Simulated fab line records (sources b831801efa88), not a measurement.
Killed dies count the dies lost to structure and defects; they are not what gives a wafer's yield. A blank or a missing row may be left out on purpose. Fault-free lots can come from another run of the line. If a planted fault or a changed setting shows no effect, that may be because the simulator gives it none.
Problem report in the 8D (eight disciplines) form, filled by code	flow sky130	the parts of the form that need people (team, actions taken, sign-off) are left out

== 1. WHAT IS WRONG ==
Wafers without a fault read 100.00 W, standard deviation 0.3; bias w at SKY_VIA1_ETCH_14 reads a mean of 94.16 W on 6 wafers belonging to 2 lots. That puts it -19 standard deviations away from the usual mean.
The step: etches BARC in N2/H2, stops on SiO2, time 45.9 s, target depth 60 nm.
Earliest sighting: wafer L840.2 on rie diel-01 at day 38 12:39. The record holds 36 wafers of 12 lots with a number at this step. By rule, "out" or "out of limits" means more than 4 standard deviations away from the usual mean. The rest of the wafers with a number are treated as sound.

== 2. WHAT IT IS, WHAT IT ISN'T ==
question	is	is not
which readings at this step	bias w	drypump motor current A, oes product au, throttle valve pct
which lots	L840, L842	L828, L831, L833, L834, L835, L844, L847, L848, L849, L850
which wafers of those lots	all that have a number	-
read on which tools	rie diel-01	rie diel-02, rie diel-03
when	from day 38 12:39	up to then (15 sound wafers); but 15 sound wafers of L844, L847, L848, L849, L850 came after

== 3. THE SUSPECTS, EACH WITH WHAT RULES IT OUT ==
Counting: a tool at a process step up to the reading stays a suspect if it ran every lot that is out and no sound lot after the first of them.
- rie diel-01 at SKY_VIA1_ETCH_14 (etches BARC in N2/H2, stops on SiO2, time 45.9 s, target depth 60 nm): kept. Every lot that is out went through it, starting with L840 (day 38 12:39), and after that it ran no sound lot; the last sound lot it ran before then is L835 (day 37 07:09). On those wafers its own readings are out: bias w.
After counting, what remains is rie diel-01 at SKY_VIA1_ETCH_14.

== 4. THE CAUSE (what the simulator had put in) ==
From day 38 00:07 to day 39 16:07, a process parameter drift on rie diel-01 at SKY_VIA1_ETCH_14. A move of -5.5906 in setting bias w, from 100. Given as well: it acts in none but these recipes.
Counting left only this tool.

== 5. THE CHAIN OF EFFECTS, in route order ==
Rows list readings where the struck wafers' mean (over those with a number) sits beyond 3 standard deviations from the usual. Readings are gone through only where the record gives a usual standard deviation; hours: the median, over the lots, of the time from a lot's start at the first step in this table giving one to that lot's start at this step; sigmas: the change measured in usual standard deviations.
hours	step	reading	usual	on struck wafers	change	sigmas
0	SKY_VIA1_ETCH_14	bias w	100.00 W	94.16	-5.84	-19
Here are the process steps it includes:
- SKY_VIA1_ETCH_14: etches BARC in N2/H2, stops on SiO2, time 45.9 s, target depth 60 nm.

== 6. WHAT WOULD HAVE CAUGHT IT SOONER ==
In this record no reading fell out of limits until day 38 12:39, 13 hours after the fault had begun at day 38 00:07.
